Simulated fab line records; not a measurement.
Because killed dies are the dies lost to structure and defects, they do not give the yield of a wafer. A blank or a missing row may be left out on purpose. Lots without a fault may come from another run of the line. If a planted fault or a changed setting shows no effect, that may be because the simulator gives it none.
One fault through the eyes of 2 desks    flow gf180mcu    each desk has only its own numbers; what lay behind them comes last

## METROLOGY DESK
What the gauges read for every lot (on any tool): the sampled wafers with a number, averaged. Any lot whose mean is over 4 standard deviations away from the usual mean is out of limits and marked OUT; that distance is given in the brackets.
Columns: A = V1_CVD_02_THK at GF_V1_THK_MEAS_03, usual 853 nm; B = V1_BOW at GF_V1_BOW_MEAS_05, usual 82 um
lot   first seen here  A    B
L353  day 17 02:23     845  77
L355  day 17 22:33     844  86
L357  day 18 16:33     854  85
L358  day 19 01:58     858  76
L360  day 20 03:59     858  79
L361  day 20 07:27     842  78
L369  day 23 02:22     819  81
L371  day 23 13:04     859  87
L372  day 23 23:08     858  86
L373  day 24 04:06     867  95
L374  day 24 18:09     860  86
This desk's finding: nothing out of limits on any of the 11 lots.

## AT THE TOOL OWNER'S DESK: pecvd-01
The tool's own readings at GF_V1_CVD_02 (deposits SiO2 from TEOS, target thk 850 nm, time 94.851 s): means of the sampled wafers that have a number, for each lot that ran on this tool. Any lot whose mean is over 4 standard deviations away from the usual mean is out of limits and marked OUT; that distance is given in the brackets.
Columns: A = heater power w at GF_V1_CVD_02, usual 659 W; B = run length s at GF_V1_CVD_02, usual 122.9 s
lot   first seen here  A    B
L355  day 17 22:29     656  122.5
L357  day 18 16:29     622  122.9
L369  day 23 02:18     607  119.5 (-7.6) OUT
Finding of this desk: L369 out of limits; the first was L369 at day 23 02:18, on run length s at GF_V1_CVD_02. L355, L357 stayed within limits.

## ALL TOGETHER
At day 23 02:18, on L369, the tool owner's desk was in a position to raise an alarm.
Metrology desk: nothing out of limits seen.
The metrology desk has L369 on record, within its limits.
On pecvd-01, each named lot ran GF_V1_CVD_02.

## WHAT THE SIMULATOR HAD INSERTED
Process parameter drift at GF_V1_CVD_02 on pecvd-01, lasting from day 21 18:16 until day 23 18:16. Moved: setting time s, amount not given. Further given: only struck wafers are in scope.
Shown lots that were struck: L369.
How many hours passed from the start of the fault until each desk's first out-of-limits reading: the tool owner's desk, 32.
